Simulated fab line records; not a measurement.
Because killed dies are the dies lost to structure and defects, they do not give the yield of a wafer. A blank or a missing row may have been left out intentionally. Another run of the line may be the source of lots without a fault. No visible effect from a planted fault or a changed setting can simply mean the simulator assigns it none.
Chamber matching || flow sfq line || 4 sister chambers for SFQ_TRILAYER_C5_ETCH_VIA_ETCH_154 on rie diel-04
The step etches SiO2 in CHF3, stops on Nb, target depth 84 nm. 7 wafers are shown with their chamber, then 7 later ones without.

## EACH WAFER AND ITS CHAMBER
{"wafer": "L514.6", "chamber": 0, "oes product au (a.u.)": 0.912}
{"wafer": "L519.4", "chamber": 1, "oes product au (a.u.)": 0.896}
{"wafer": "L530.1", "chamber": 1, "oes product au (a.u.)": 0.883}
{"wafer": "L533.4", "chamber": 3, "oes product au (a.u.)": 0.894}
{"wafer": "L533.5", "chamber": 2, "oes product au (a.u.)": 0.908}
{"wafer": "L535.1", "chamber": 3, "oes product au (a.u.)": 0.891}
{"wafer": "L535.2", "chamber": 2, "oes product au (a.u.)": 0.884}

## WAFERS WHOSE CHAMBER IS MISSING
{"wafer": "L535.6", "oes product au (a.u.)": 0.902}
{"wafer": "L536.1", "oes product au (a.u.)": 0.880}
{"wafer": "L536.2", "oes product au (a.u.)": 0.899}
{"wafer": "L536.3", "oes product au (a.u.)": 0.894}
{"wafer": "L537.1", "oes product au (a.u.)": 0.897}
{"wafer": "L537.3", "oes product au (a.u.)": 0.905}
{"wafer": "L537.5", "oes product au (a.u.)": 0.907}

## EACH ONE'S CHAMBER
{"wafer": "L535.6", "from the rows above": "can't be placed: 2 or 3 or 0 or 1", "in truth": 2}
{"wafer": "L536.1", "from the rows above": "can't be placed: 1 or 3 or 2", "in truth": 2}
{"wafer": "L536.2", "from the rows above": "can't be placed: 2 or 3 or 1 or 0", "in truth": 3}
{"wafer": "L536.3", "from the rows above": "can't be placed: 3 or 2 or 1 or 0", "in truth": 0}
{"wafer": "L537.1", "from the rows above": "can't be placed: 2 or 3 or 1 or 0", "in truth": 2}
{"wafer": "L537.3", "from the rows above": "can't be placed: 0 or 2 or 3 or 1", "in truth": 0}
{"wafer": "L537.5", "from the rows above": "can't be placed: 0 or 2 or 3 or 1", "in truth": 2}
Correct placement for 0 of the 7. Unplaceable from these rows: 7, with the true chamber sitting among the candidates in 7. 0 placed wrongly.
How it was worked out, from the rows above alone: a wafer's distance from a chamber is the root of the sum, over the readings, of the square of ((its reading less the chamber's mean) divided by the reading's scatter). If the next closest chamber is less than 2 further off than the closest, the wafer can't be placed; otherwise it belongs to the closest. A chamber's mean is the mean of its shown wafers. The scatter: the root of (the sum of the squares of (reading less its chamber's mean) over the shown wafers, divided by (wafers less chambers)).
